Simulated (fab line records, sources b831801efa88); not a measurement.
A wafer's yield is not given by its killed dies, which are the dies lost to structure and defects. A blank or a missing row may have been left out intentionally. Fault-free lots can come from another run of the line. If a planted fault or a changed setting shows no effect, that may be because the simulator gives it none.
One fault seen from 2 desks :: flow sky130 :: every desk sees just its own numbers, and what lay behind them comes last

AT THE METROLOGY DESK
What the gauges read, lot by lot, whatever tool the lot ran on: means of the sampled wafers that have a number. Marked OUT: a lot whose mean sits more than 4 standard deviations from the usual mean, which makes it out of limits; the brackets give that distance.
Columns: A = CAP2M_TIN_RS at SKY_CAP2M_RS_MEAS_03, usual 6.91 ohm/sq
lot: L818
first seen here: day 41 05:43
A: 6.89

lot: L827
first seen here: day 43 17:35
A: 7.03

lot: L828
first seen here: day 44 04:25
A: 6.93

lot: L832
first seen here: day 45 13:10
A: 6.85
This desk found nothing out of limits on any of the 4 lots.

FOR THE TOOL OWNER'S DESK: pvd sputter-01
At SKY_CAP2M_SPUTTER_02 (material TiN, target thk 200 nm, time 166.7 s) the tool's own readings: per lot run on this tool, the mean of the sampled wafers that have a number. Marked OUT: a lot whose mean sits more than 4 standard deviations from the usual mean, which makes it out of limits; the brackets give that distance.
Columns: A = chamber pressure pa at SKY_CAP2M_SPUTTER_02, usual 0.4000 Pa; B = throttle valve pct at SKY_CAP2M_SPUTTER_02, usual 30.2 %
lot: L818
first seen here: day 41 05:37
A: 0.4006
B: 29.6

lot: L827
first seen here: day 43 17:27
A: 0.4237 (+28) OUT
B: 29.6

lot: L828
first seen here: day 44 04:16
A: 0.4243 (+29) OUT
B: 29.1
This desk finds L827, L828 out of limits, L827 being first, at day 43 17:27 (chamber pressure pa at SKY_CAP2M_SPUTTER_02). L818: within limits.

PUT TOGETHER
The tool owner's desk had the chance to raise an alarm at day 43 17:27 on L827, L828.
Nothing out of limits was seen by the metrology desk.
The metrology desk has L827, L828 on record, within its limits.
Every lot named ran SKY_CAP2M_SPUTTER_02 on pvd sputter-01.

WHAT THE SIMULATOR HAD PUT IN
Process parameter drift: pvd sputter-01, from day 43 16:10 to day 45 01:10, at SKY_CAP2M_SPUTTER_02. The setting chamber pressure pa was moved by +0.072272, starting from 0.4. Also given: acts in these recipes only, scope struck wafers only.
Lots struck among those shown: L827, L828.
Time in hours from fault onset to the first out-of-limits reading at each desk: the tool owner's desk, 1.
